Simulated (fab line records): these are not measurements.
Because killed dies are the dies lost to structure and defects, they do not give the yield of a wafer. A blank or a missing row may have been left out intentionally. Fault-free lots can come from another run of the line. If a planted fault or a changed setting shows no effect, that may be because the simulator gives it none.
Chamber matching + flow sky130 + SKY_VIA2_CMP_24 on cmp-01 has 4 sister chambers
The step polishes, stops on SiO2, t overpolish 20 s, target thk 0 nm. 4 wafers are shown with their chamber, then 9 later ones without.

== WAFERS WITH THEIR CHAMBER ==
| wafer  | chamber | motor-current-A (A) |
|--------|---------|---------------------|
| L197.1 | 2       | 11.2                |
| L197.6 | 1       | 11.5                |
| L203.2 | 0       | 10.4                |
| L203.6 | 3       | 11.2                |

== WAFERS MISSING THEIR CHAMBER ==
| wafer  | motor-current-A (A) |
|--------|---------------------|
| L205.1 | 11.0                |
| L205.4 | 11.4                |
| L205.6 | 10.8                |
| L206.4 | 11.0                |
| L206.5 | 11.0                |
| L206.6 | 11.7                |
| L209.2 | 10.5                |
| L209.4 | 10.4                |
| L209.6 | 10.7                |

== EACH ONE'S CHAMBER ==
| wafer  | from the rows above               | in truth                   |
|--------|-----------------------------------|----------------------------|
| L205.1 | can't be placed: 2 or 3 or 1 or 0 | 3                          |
| L205.4 | can't be placed: 1 or 2 or 3      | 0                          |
| L205.6 | can't be placed: 2 or 3 or 0 or 1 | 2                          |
| L206.4 | can't be placed: 2 or 3 or 1 or 0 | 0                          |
| L206.5 | can't be placed: 2 or 3 or 1 or 0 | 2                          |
| L206.6 | can't be placed: 1 or 2 or 3      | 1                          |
| L209.2 | 0                                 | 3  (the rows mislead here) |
| L209.4 | 0                                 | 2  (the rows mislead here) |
| L209.6 | can't be placed: 0 or 2 or 3      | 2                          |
0 of 9 placed correctly. Unplaceable from these rows: 7, with the true chamber sitting among the candidates in 6. Wrongly placed: 2.
How it was worked out, from the rows above alone: a wafer's distance from a chamber is the root of the sum, over the readings, of the square of ((its reading less the chamber's mean) divided by the reading's scatter). If the next closest chamber is less than 2 further off than the closest, the wafer can't be placed; otherwise it belongs to the closest. Each chamber's mean is taken over the wafers shown for it. The scatter: with one shown wafer a chamber, the root of the mean of the squares of how far each hidden wafer lies from its nearest shown one.
